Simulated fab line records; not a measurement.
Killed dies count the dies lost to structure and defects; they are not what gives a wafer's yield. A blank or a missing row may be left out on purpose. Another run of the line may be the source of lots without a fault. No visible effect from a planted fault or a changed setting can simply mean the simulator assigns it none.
Problem report in the 8D (eight disciplines) form, filled by code ; flow sky130 ; the parts of the form that need people (team, actions taken, sign-off) are left out

1. PROBLEM STATEMENT
run_length_s at SKY_FIELD_ISO_WET_ETCH_30 reads a mean of 58 s on 3 wafers of 1 lot; wafers without a fault read 79 s with a standard deviation of 3.3. That puts it -6.4 standard deviations away from the usual mean.
The step: etches SiO2 in dHF, target depth 25 nm, time 50 s.
First observed at day 5 15:24: wafer L618.1, on wet_bench-04. At this step, 15 wafers from 5 lots have a number in the record. Rule for "out" (also "out of limits"): further than 4 standard deviations from the usual mean. Any other wafer with a number is counted as sound.

2. WHAT IT IS AND WHAT IT IS NOT
question;is;is not
which readings at this step;run_length_s;-
which lots;L618;L607, L612, L625, L626
which wafers of those lots;all that have a number;-
read on which tools;wet_bench-04;wet_bench-02
when;from day 5 15:24;"up to then (6 sound wafers); but 6 sound wafers of L625, L626 came after"

3. WHAT RULES OUT EACH SUSPECT
Counting: a tool at any process step up to the reading remains a suspect when it ran all the lots that are out and ran no sound lot after the first of those.
- cmp-02 at SKY_FIELD_ISO_CMP_27 (polishes, stops on Si3N4, t overpolish 16 s, target thk 457.8 nm): ruled out as a lasting fault. After its first lot that is out, L618 (day 5 14:37), sound lots L625 ran on it.
- wet_bench-04 at SKY_FIELD_ISO_WET_ETCH_30 (etches SiO2 in dHF, target depth 25 nm, time 50 s): kept. It ran the lot that is out, L618 (day 5 15:24), and no sound lot after that; its last sound lot up to then is L612 (day 4 10:25). Out on those wafers are its own readings of run_length_s.
The count leaves wet_bench-04 at SKY_FIELD_ISO_WET_ETCH_30.

4. THE CAUSE (what the simulator had put in)
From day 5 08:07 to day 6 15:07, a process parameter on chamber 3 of wet_bench-04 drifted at SKY_FIELD_ISO_WET_ETCH_30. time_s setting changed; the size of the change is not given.
After counting, this tool was the only one left.

5. SEQUENCE OF EFFECTS, ordered by route
One row per reading whose mean, taken over the struck wafers that have a number, lies over 3 standard deviations from the usual. Readings are gone through only where the record gives a usual standard deviation; hours: the median, over the lots, of the time from a lot's start at the first step in this table giving one to that lot's start at this step; sigmas: the change measured in usual standard deviations.
hours;step;reading;usual;on struck wafers;change;sigmas
0;SKY_FIELD_ISO_WET_ETCH_30;run_length_s;79 s;58;-21;-6.4
It contains these process steps:
- SKY_FIELD_ISO_WET_ETCH_30: etches SiO2 in dHF, target depth 25 nm, time 50 s.
Later measuring or inspecting steps at which every struck wafer that the step has a row for has a number for every such reading, and none has moved that far: SKY_NWELL_THK_MEAS_02, SKY_DNWELL_TW_MEAS_09, SKY_PWDE_OVL_MEAS_07, SKY_PWDE_TW_MEAS_10.

6. HOW IT WOULD HAVE BEEN CAUGHT EARLIER
7 hours passed between the start of the fault at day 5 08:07 and the first reading out of limits in this record, taken at day 5 15:24.
